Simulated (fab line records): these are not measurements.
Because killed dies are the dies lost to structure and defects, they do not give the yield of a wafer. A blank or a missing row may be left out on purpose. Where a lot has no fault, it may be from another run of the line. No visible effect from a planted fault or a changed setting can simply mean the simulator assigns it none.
fab line records	flow sky130
record: lots: 6	wafers: 18	last-day: 50
route steps=708 shown LI_CONTACT@370 PAD_OPEN@708
lots that met no fault: taken from a fault-free run of the same line
start-h: hours from the record's first day to the start of the lot's first wafer shown	wait-h: how many hours have passed since the lot's step before this one	" repeats the value in the row above	L1.1+2: a single row standing in for several wafers	- no value, or no start given	* or withheld: withheld	< > ~ a bound
route shown NAME@n: a module of which the file shows steps, and the number in the route of the first	usual: average and standard deviation across the fault-free wafers	same: alike in all rows	chamber/n: place in a boat	sites: each site's reading	_std_site: how widely they spread, as a standard deviation	_edge_site: the outer-site mean with the inner-site mean subtracted	radius-mm: for every site, how far away it sits from the centre of the wafer	mask NAME#n: copy n	behind: the last tool/chamber to shape the wafer	hold: reason for holding the lot/hours on hold/outcome of the hold	device: the transistor (n, p or np) that didn't switch	end of line: at the end of the route, the tests of the same wafers	a step given without rows: its recipe and nothing more	killed: not the wafer's yield, but the dies lost to structure and defects at the first sort	map: dies across one wafer; x = killed, . = not, _ = none there
set.NAME: the setting the step ran with; set.NAME@STEP: the setting that earlier step ran with	model.NAME: the simulator's own value behind a step, which no gauge read
certain route steps with their lots: each step a table, each wafer a row
services: when a tool's chamber went out of use (start-h, in hours from the record's first day, below 0 if earlier), for how many hours, and the reason
== steps ==
step: SKY_LI_CONTACT_SOFTBAKE_08
recipe: temp-c: 100	time-s: 90	resist: KrF-thick
step: SKY_LI_CONTACT_EXPOSE_09
recipe: mask-id: LICM1	na: 0.8	source-shape: annular	sigma-inner: 0.55	sigma-outer: 0.85	target-cd-nm: 170	dose-mj: 38.89
step: SKY_LI_CONTACT_PEB_10
recipe: peb-temp-c: withheld	peb-time-s: withheld	resist: KrF-thick
step: SKY_LI_CONTACT_DEVELOP_11
recipe: develop-time-s: 60	resist: KrF-thick	dev-temp-c: 21
step: SKY_LI_CONTACT_CD_MEAS_12
recipe: target-cd-nm: 170
usual: cd-nm: 169.6/1.5
lot.wafer	tool	chamber	start-h	wait-h	cd-nm
L354.2	cd-sem-01	-	667.69	-	171.4
L354.3	"	-	"	"	172.1
L354.5	"	-	"	"	172.0
L367.4	cd-sem-01	-	771.95	-	168.6
L367.5	"	-	"	"	168.4
L367.6	"	-	"	"	168.5
L366.1	cd-sem-02	-	779.02	-	168.2
L366.5	"	-	"	"	168.3
L366.6	"	-	"	"	168.2
L370.3	cd-sem-01	-	816.77	-	166.9
L370.4	"	-	"	"	166.9
L370.6	"	-	"	"	167.4
L375.1	cd-sem-02	-	845.82	-	169.9
L375.2	"	-	"	"	171.8
L375.6	"	-	"	"	171.6
L374.1	cd-sem-02	-	847.07	-	168.9
L374.3	"	-	"	"	167.9
L374.4	"	-	"	"	168.2
step: SKY_LI_CONTACT_OVL_MEAS_13
usual: LI_CONTACT_OVL: 1/5.3
lot.wafer	tool	chamber	start-h	wait-h	LI_CONTACT_OVL[nm]
L354.2	overlay-02	-	667.80	0.1	11
L354.3	"	-	"	"	2
L354.5	"	-	"	"	6
L367.4	overlay-02	-	772.02	0.1	-2
L367.5	"	-	"	"	3
L367.6	"	-	"	"	2
L366.1	overlay-01	-	779.14	0.1	-11
L366.5	"	-	"	"	-2
L366.6	"	-	"	"	-3
L370.3	overlay-01	-	816.86	0.1	1
L370.4	"	-	"	"	1
L370.6	"	-	"	"	-6
L375.1	overlay-01	-	845.94	0.1	0
L375.2	"	-	"	"	1
L375.6	"	-	"	"	3
L374.1	overlay-01	-	847.19	0.1	0
L374.3	"	-	"	"	-1
L374.4	"	-	"	"	0
step: SKY_LI_CONTACT_ETCH_14
recipe: chemistry: N2/H2	target: BARC	ion-energy-ev: 200	source-w: 500	bias-w: 100	pressure-mtorr: 30	n2-flow-sccm: 100	h2-flow-sccm: 200	stop-on: SiO2	time-s: 45.9	target-depth-a: 600
usual: drypump-motor-current-A: 5.8/0.31	h2-flow-sccm: 199.9/0.53	oes-product-au: 0.854/0.0049	throttle-valve-pct: 13.225/0.0097
same: time-s: 45.9
lot.wafer	tool	chamber	start-h	wait-h	drypump-motor-current-A	h2-flow-sccm	oes-product-au	rf-hours-counter-h	throttle-valve-pct
L354.2	rie-diel-01	2	667.83	0.0	5.9	199.7	0.851	15	13.213
L354.3	"	0	"	"	6.0	200.1	0.860	29	13.232
L354.5	"	2	"	"	6.0	199.7	0.856	-	13.211
L367.4	rie-diel-02	1	772.04	0.0	5.9	198.7	0.855	10	13.226
L367.5	"	3	"	"	6.5	200.6	0.845	-	13.216
L367.6	"	2	"	"	5.5	200.3	0.853	-	13.211
L366.1	rie-diel-03	2	779.18	0.0	5.4	200.5	0.859	14	13.210
L366.5	"	2	"	"	5.4	200.4	0.851	-	13.223
L366.6	"	1	"	"	5.9	199.2	0.854	-	13.212
L370.3	rie-diel-02	3	816.89	0.0	6.5	199.8	0.853	27	13.228
L370.4	"	0	"	"	5.6	200.5	0.847	25	13.227
L370.6	"	3	"	"	6.5	199.3	0.855	-	13.218
L375.1	rie-diel-01	1	845.98	0.0	5.9	199.2	0.860	17	13.231
L375.2	"	0	"	"	6.0	199.7	0.853	0	13.213
L375.6	"	3	"	"	5.2	199.0	0.853	-	13.223
L374.1	rie-diel-01	1	847.22	0.0	5.9	199.8	0.855	17	13.237
L374.3	"	2	"	"	5.9	200.0	0.848	21	13.217
L374.4	"	0	"	"	5.9	199.4	0.859	0	13.208
step: SKY_LI_CONTACT_ETCH_15
recipe: target: PSG	chemistry: C4F8/O2/Ar	stop-on: Si	taper-deg: 4.15	mask-material: KrF-thick	source-w: 1500	bias-w: 1200	pressure-mtorr: 40	c4f8-flow-sccm: withheld	O2_flow_sccm: 6	Ar_flow_sccm: 300	time-s: withheld	target-depth-a: 6000
usual: oes-product-au: 0.838/0.0049
lot.wafer	tool	chamber	start-h	wait-h	oes-product-au
L354.2	rie-diel-01	2	667.87	0.0	0.835
L354.3	"	0	"	"	0.838
L354.5	"	2	"	"	0.839
L367.4	rie-diel-02	1	772.08	0.0	0.845
L367.5	"	3	"	"	0.835
L367.6	"	2	"	"	0.834
L366.1	rie-diel-03	2	779.22	0.0	0.841
L366.5	"	2	"	"	0.838
L366.6	"	1	"	"	0.844
L370.3	rie-diel-02	3	816.93	0.0	0.829
L370.4	"	0	"	"	0.836
L370.6	"	3	"	"	0.834
L375.1	rie-diel-01	1	846.02	0.0	0.846
L375.2	"	0	"	"	0.848
L375.6	"	3	"	"	0.845
L374.1	rie-diel-01	1	847.26	0.0	0.837
L374.3	"	2	"	"	0.822
L374.4	"	0	"	"	0.833
step: SKY_LI_CONTACT_STRIP_16
recipe: chemistry: O2/N2	power-w: 1400	pressure-mtorr: 1500	platen-temp-c: withheld	o2-flow-sccm: 3000	n2-flow-sccm: 300	overash-fraction: 0.5
usual: drypump-motor-current-A: 5.7/0.39	oes-product-au: 0.375/0.0051	strip-time-to-endpoint-s: 3.50/0.032
lot.wafer	tool	chamber	start-h	wait-h	drypump-motor-current-A	oes-product-au	rf-hours-counter-h	strip-time-to-endpoint-s
L354.2	plasma-asher-02	1	667.95	-	6.0	0.373	54	3.51
L354.3	"	0	"	"	6.0	0.373	-	3.54
L354.5	"	0	"	"	6.0	0.380	-	3.51
L367.4	plasma-asher-02	0	772.20	-	6.0	0.373	-	3.47
L367.5	"	1	"	"	6.1	0.370	-	3.46
L367.6	"	0	"	"	6.0	0.373	-	3.50
L366.1	plasma-asher-03	1	779.31	-	5.8	0.377	92	3.51
L366.5	"	0	"	"	5.9	0.377	-	3.49
L366.6	"	1	"	"	5.8	0.390	-	3.52
L370.3	plasma-asher-03	0	817.05	-	5.9	0.377	-	3.46
L370.4	"	1	"	"	5.7	0.373	-	3.45
L370.6	"	1	"	"	5.8	0.375	-	3.47
L375.1	plasma-asher-03	1	846.11	-	5.8	0.363	99	3.46
L375.2	"	0	"	"	5.9	0.383	99	3.51
L375.6	"	1	"	"	5.8	0.373	-	3.48
L374.1	plasma-asher-01	0	847.35	-	5.6	0.375	8	3.48
L374.3	"	0	"	"	5.6	0.380	-	3.55
L374.4	"	1	"	"	4.9	0.378	-	3.52
step: SKY_LI_CONTACT_CLEAN_17
recipe: chemistry: NMP	time-s: 600	temp-c: 60	dry: n2-spin
step: SKY_LI_CONTACT_PRE_CLEAN_18
recipe: gas: Ar	time-s: 5.6	bias-v: 358
step: SKY_LI_CONTACT_SPUTTER_19
recipe: material: Ti	target-thk-nm: 20	chamber-pressure-pa: 5	power-w: 2500	substrate-temp-c: 200	time-s: 106.37
usual: cathode-dc-power-W: 2499.9/0.43	substrate-temp-c: 200.00/0.17	throttle-valve-pct: 29.7/1.4
same: time-s: 106.37
lot.wafer	tool	chamber	start-h	wait-h	cathode-dc-power-W	substrate-temp-c	throttle-valve-pct
L354.2	pvd-sputter-03	-	668.27	0.0	2500.1	200.22	28.9
L354.3	"	-	"	"	2498.8	200.07	27.2
L354.5	"	-	"	"	2500.0	200.02	29.0
L367.4	pvd-sputter-01	-	772.50	0.0	2500.1	199.89	32.4
L367.5	"	-	"	"	2499.6	199.90	29.7
L367.6	"	-	"	"	2500.3	200.05	31.0
L366.1	pvd-sputter-01	-	779.62	0.0	2499.5	200.04	29.5
L366.5	"	-	"	"	2499.9	199.68	31.2
L366.6	"	-	"	"	2500.0	199.92	29.7
L370.3	pvd-sputter-03	-	817.31	0.0	2499.9	199.91	28.9
L370.4	"	-	"	"	2500.3	199.81	29.5
L370.6	"	-	"	"	2500.3	199.81	29.6
L375.1	pvd-sputter-01	-	846.45	0.0	2499.9	199.93	29.5
L375.2	"	-	"	"	2500.3	200.08	29.7
L375.6	"	-	"	"	2500.7	200.00	32.9
L374.1	pvd-sputter-03	-	847.70	0.0	2500.1	200.14	29.1
L374.3	"	-	"	"	2499.3	200.09	28.8
L374.4	"	-	"	"	2499.8	199.90	29.3
step: SKY_LI_CONTACT_SPUTTER_20
recipe: material: TiN	target-thk-nm: 20	chamber-pressure-pa: 5	power-w: 4000	time-s: 80
usual: cathode-dc-power-W: 3999.9/0.75	throttle-valve-pct: 29.7/1.4
same: time-s: 80
lot.wafer	tool	chamber	start-h	wait-h	cathode-dc-power-W	throttle-valve-pct	model.TiN_of_LI_CONTACT_SPUTTER_20.thk-nm
L354.2	pvd-sputter-03	-	668.34	0.0	3999.3	29.2	20.8
L354.3	"	-	"	"	3999.9	27.3	20.25
L354.5	"	-	"	"	4000.8	29.1	20.62
L367.4	pvd-sputter-01	-	772.57	0.0	3898.3	32.5	19.4
L367.5	"	-	"	"	3898.5	29.4	19.45
L367.6	"	-	"	"	3898.0	31.4	19.6
L366.1	pvd-sputter-01	-	779.69	0.0	3898.6	29.7	19.89
L366.5	"	-	"	"	3898.1	31.3	19.57
L366.6	"	-	"	"	3898.0	29.8	19.5
L370.3	pvd-sputter-03	-	817.39	0.0	4000.9	29.0	20.2
L370.4	"	-	"	"	4000.6	29.4	20.07
L370.6	"	-	"	"	3998.3	29.4	20.18
L375.1	pvd-sputter-01	-	846.53	0.0	3998.6	29.7	20.02
L375.2	"	-	"	"	3998.3	29.7	20.03
L375.6	"	-	"	"	3998.7	32.6	19.68
L374.1	pvd-sputter-03	-	847.77	0.0	4000.7	29.4	19.89
L374.3	"	-	"	"	4000.6	28.9	19.8
L374.4	"	-	"	"	3999.5	29.6	20
step: SKY_LI_CONTACT_CVD_21
recipe: material: W	target-thk-nm: 400	time-s: 120.56	temp-c: 400	pressure-torr: 40
usual: heater-power-outer-w: 547/81	heater-power-w: 894/110
same: time-s: 120.56
lot.wafer	tool	chamber	start-h	wait-h	heater-power-outer-w	heater-power-w
L354.2	cvd-w-02	0	668.40	0.0	450	743
L354.3	"	1	"	"	618	1006
L354.5	"	1	"	"	624	966
L367.4	cvd-w-01	1	772.68	0.1	618	976
L367.5	"	1	"	"	629	978
L367.6	"	0	"	"	498	884
L366.1	cvd-w-01	0	779.75	0.0	503	892
L366.5	"	1	"	"	617	997
L366.6	"	0	"	"	502	856
L370.3	cvd-w-02	0	817.49	0.1	435	739
L370.4	"	1	"	"	630	998
L370.6	"	1	"	"	635	993
L375.1	cvd-w-02	1	846.59	0.0	633	1021
L375.2	"	0	"	"	458	747
L375.6	"	0	"	"	442	736
L374.1	cvd-w-02	1	847.83	0.0	647	1004
L374.3	"	0	"	"	447	748
L374.4	"	1	"	"	617	1016
step: SKY_PAD_OPEN_PROBE_99
usual: killed_at_M0_to_M3: 43/6.2	killed_at_M4_up: 2.8/1.7	killed-at-contacts: 24/4.8	killed-at-front-end: 15/4.3	killed-at-other: 0.3/0.55	killed-dies: 85/8.4	killed-open: 46/6.7	killed-short: 38/6.2
same: gross-dies: 492	killed-at-back-side: 0
lot.wafer	tool	chamber	start-h	wait-h	killed_at_M0_to_M3	killed_at_M4_up	killed-at-contacts	killed-at-front-end	killed-at-other	killed-dies	killed-open	killed-short
L354.2	prober-01	-	1067.50	0.1	49	2	27	13	0	91	50	41
L354.3	prober-01	-	1067.55	0.2	40	1	20	11	0	72	44	28
L354.5	prober-01	-	1067.65	0.2	45	3	22	23	0	93	55	38
L367.4	prober-01	-	1145.43	0.2	36	4	21	22	0	83	46	37
L367.5	prober-01	-	1145.48	0.2	50	3	24	15	0	92	54	37
L367.6	prober-01	-	1145.53	0.2	46	4	20	11	0	81	50	30
L366.1	prober-02	-	1146.06	0.1	41	0	23	14	1	79	40	39
L366.5	prober-02	-	1146.26	0.2	45	1	24	7	0	77	37	40
L366.6	prober-02	-	1146.31	0.2	43	3	26	14	1	87	52	34
L370.3	prober-01	-	1171.99	0.2	51	1	30	15	0	97	52	45
L370.4	prober-01	-	1172.04	0.2	42	2	21	14	0	79	48	31
L370.6	prober-01	-	1172.14	0.2	45	3	26	7	1	82	37	44
L375.1	prober-01	-	1195.09	0.1	45	7	17	14	0	83	45	38
L375.2	prober-01	-	1195.14	0.1	54	3	16	14	0	87	46	41
L375.6	prober-01	-	1195.34	0.2	39	2	26	10	0	77	36	41
L374.1	prober-02	-	1195.87	0.1	47	2	15	15	1	80	39	41
L374.3	prober-02	-	1195.97	0.2	39	2	28	20	0	89	49	40
L374.4	prober-02	-	1196.02	0.2	37	5	23	16	0	81	38	42
killed by level:class
L354.2 VIA1:geometric-particle:open=13 CONTACT:geometric-particle:open=10 VIA1:geometric-particle:short=9 VIA3:geometric-particle:open=9 CONTACT:geometric-particle:short=7 FIELD_ISO:geometric-particle:short=4 VIA2:geometric-particle:open=4 LI_CONTACT:geometric-particle:open=4
L354.3 VIA1:geometric-particle:open=13 CONTACT:geometric-particle:open=8 VIA2:geometric-particle:open=5 FIELD_ISO:geometric-particle:open=4 LI_CONTACT:geometric-particle:open=4 METAL3:geometric-particle:short=4 CONTACT:geometric-particle:short=4 METAL2:geometric-particle:short=4
L354.5 VIA1:geometric-particle:open=9 VIA3:geometric-particle:open=8 LI_CONTACT:geometric-particle:open=7 CONTACT:geometric-particle:open=7 VIA2:geometric-particle:open=7 FIELD_ISO:geometric-particle:short=6 POLY_GATE:geometric-particle:open=6 METAL2:geometric-particle:short=6
L367.4 FIELD_ISO:geometric-particle:open=7 CONTACT:geometric-particle:open=7 VIA2:geometric-particle:open=7 FIELD_ISO:geometric-particle:short=6 VIA1:geometric-particle:open=6 CONTACT:geometric-particle:short=5 METAL1:geometric-particle:short=5 LI_CONTACT:geometric-particle:open=4
L367.5 CONTACT:geometric-particle:open=9 LI_CONTACT:geometric-particle:open=9 VIA3:geometric-particle:open=9 VIA1:geometric-particle:open=8 VIA2:geometric-particle:open=7 METAL2:geometric-particle:short=6 METAL1:geometric-particle:short=5 POLY_GATE:geometric-particle:short=4
L367.6 VIA1:geometric-particle:open=18 VIA3:geometric-particle:open=9 LI_CONTACT:geometric-particle:open=7 CONTACT:geometric-particle:open=5 FIELD_ISO:geometric-particle:short=4 METAL1:geometric-particle:short=4 LOCAL_INTERCONNECT:geometric-particle:short=3 CONTACT:geometric-particle:short=3
L366.1 VIA1:geometric-particle:open=9 METAL2:geometric-particle:short=8 LI_CONTACT:geometric-particle:open=7 CONTACT:geometric-particle:short=5 LI_CONTACT:geometric-particle:short=4 METAL1:geometric-particle:short=4 VIA2:geometric-particle:open=4 VIA3:geometric-particle:open=4
L366.5 METAL1:geometric-particle:short=11 VIA1:geometric-particle:open=10 CONTACT:geometric-particle:short=8 CONTACT:geometric-particle:open=7 VIA1:geometric-particle:short=7 VIA3:geometric-particle:open=6 LI_CONTACT:geometric-particle:open=5 METAL2:geometric-particle:short=5
L366.6 LI_CONTACT:geometric-particle:open=11 VIA2:geometric-particle:open=9 VIA1:geometric-particle:open=8 CONTACT:geometric-particle:open=7 VIA3:geometric-particle:open=6 METAL1:geometric-particle:short=6 FIELD_ISO:geometric-particle:open=5 FIELD_ISO:geometric-particle:short=5
L370.3 VIA1:geometric-particle:open=11 METAL2:geometric-particle:short=10 CONTACT:geometric-particle:open=8 LI_CONTACT:geometric-particle:open=7 POLY_GATE:geometric-particle:open=6 CONTACT:geometric-particle:short=6 LI_CONTACT:geometric-particle:short=5 VIA1:geometric-particle:short=5
L370.4 VIA3:geometric-particle:open=11 VIA1:geometric-particle:open=9 LI_CONTACT:geometric-particle:open=8 METAL2:geometric-particle:short=8 CONTACT:geometric-particle:open=5 FIELD_ISO:geometric-particle:short=4 POLY_GATE:geometric-particle:open=4 METAL3:geometric-particle:short=4
L370.6 VIA1:geometric-particle:open=10 LI_CONTACT:geometric-particle:open=7 LOCAL_INTERCONNECT:geometric-particle:short=6 VIA2:geometric-particle:open=6 VIA2:geometric-particle:short=6 VIA1:geometric-particle:short=5 CONTACT:geometric-particle:short=5 METAL2:geometric-particle:short=5
L375.1 VIA1:geometric-particle:open=12 VIA2:geometric-particle:open=10 VIA1:geometric-particle:short=8 LOCAL_INTERCONNECT:geometric-particle:short=6 CONTACT:geometric-particle:open=6 METAL4:geometric-particle:short=6 VIA3:geometric-particle:open=5 POLY_GATE:geometric-particle:open=5
L375.2 VIA1:geometric-particle:open=17 METAL1:geometric-particle:short=10 LI_CONTACT:geometric-particle:open=8 POLY_GATE:geometric-particle:short=5 VIA1:geometric-particle:short=5 METAL2:geometric-particle:short=5 LI_CONTACT:geometric-particle:short=4 VIA2:geometric-particle:open=4
L375.6 LI_CONTACT:geometric-particle:open=8 VIA1:geometric-particle:open=7 CONTACT:geometric-particle:short=6 METAL1:geometric-particle:short=5 VIA1:geometric-particle:short=5 METAL3:geometric-particle:short=5 LI_CONTACT:geometric-particle:short=4 CONTACT:geometric-particle:open=4
L374.1 METAL1:geometric-particle:short=10 CONTACT:geometric-particle:open=9 VIA1:geometric-particle:open=8 METAL2:geometric-particle:short=8 FIELD_ISO:geometric-particle:short=4 LI_CONTACT:geometric-particle:open=4 VIA2:geometric-particle:open=4 VIA3:geometric-particle:short=4
L374.3 CONTACT:geometric-particle:open=9 FIELD_ISO:geometric-particle:short=7 POLY_GATE:geometric-particle:open=7 VIA1:geometric-particle:open=7 VIA3:geometric-particle:open=7 METAL1:geometric-particle:short=6 LOCAL_INTERCONNECT:geometric-particle:short=6 VIA1:geometric-particle:short=6
L374.4 CONTACT:geometric-particle:short=8 CONTACT:geometric-particle:open=7 VIA1:geometric-particle:open=7 VIA2:geometric-particle:open=6 VIA1:geometric-particle:short=5 METAL2:geometric-particle:short=5 FIELD_ISO:geometric-particle:short=4 VIA3:geometric-particle:open=4
== services ==
tool	chamber	start-h	hours	kind
cvd-w-02	-	649.02	6.9	pm
cvd-w-02	1	657.09	6.4	repair
cvd-w-02	-	657.85	1.6	repair
rie-diel-02	2	659.97	44.2	repair
plasma-asher-03	-	661.32	14.6	pm
pvd-sputter-03	1	661.64	-	consumable-replace:kit
pvd-sputter-01	-	665.09	2.1	repair
plasma-asher-01	-	671.62	9.3	pm
rie-diel-01	-	673.71	0.1	repair
cvd-w-02	0	700.58	2.4	repair
rie-diel-01	-	705.92	0.5	repair
rie-diel-02	3	720.30	4.8	repair
cvd-w-02	-	728.53	0.3	repair
plasma-asher-01	-	733.75	9.0	pm
rie-diel-03	3	736.24	5.7	repair
rie-diel-03	0	736.48	1.4	repair
plasma-asher-01	-	742.75	2.8	pm
plasma-asher-01	-	751.47	0.6	repair
rie-diel-01	-	791.66	0.1	repair
plasma-asher-01	-	807.45	15.6	pm
cvd-w-02	-	810.86	0.5	repair
rie-diel-01	1	815.86	2.4	repair
plasma-asher-01	-	834.36	1.3	repair
cvd-w-01	-	845.12	2.8	pm
== key ==
first-sign: step: SKY_LI_CONTACT_SPUTTER_20	reading: cathode-dc-power-W	direction: down	sigmas: 99+	usual: 3999.9	struck: 3898.2
effect none on later readings
model-effect: step: SKY_LI_CONTACT_SPUTTER_20	value: TiN_of_LI_CONTACT_SPUTTER_20.thk-nm	without: 20.08	struck: 19.57
met-at SKY_LI_CONTACT_SPUTTER_20
struck-wafers L366.1,L366.5,L366.6,L367.4,L367.5,L367.6
tester-left-out L366,L367
fault: kind: process-parameter-drift	tool: pvd-sputter-01	chamber: -	onset-h: 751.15	steps: SKY_LI_CONTACT_SPUTTER_20	channel: power-w	offset: *	shape: step	end-h: 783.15	acts-in: *	stated: *
tester-left-out: of these lots the tester's yield and bins aren't shown, on N5 and GAA mostly nor the transistor test; their killed dies are dies lost to structure and defects alone, not to doping, threshold or leakage, so they don't give the yield
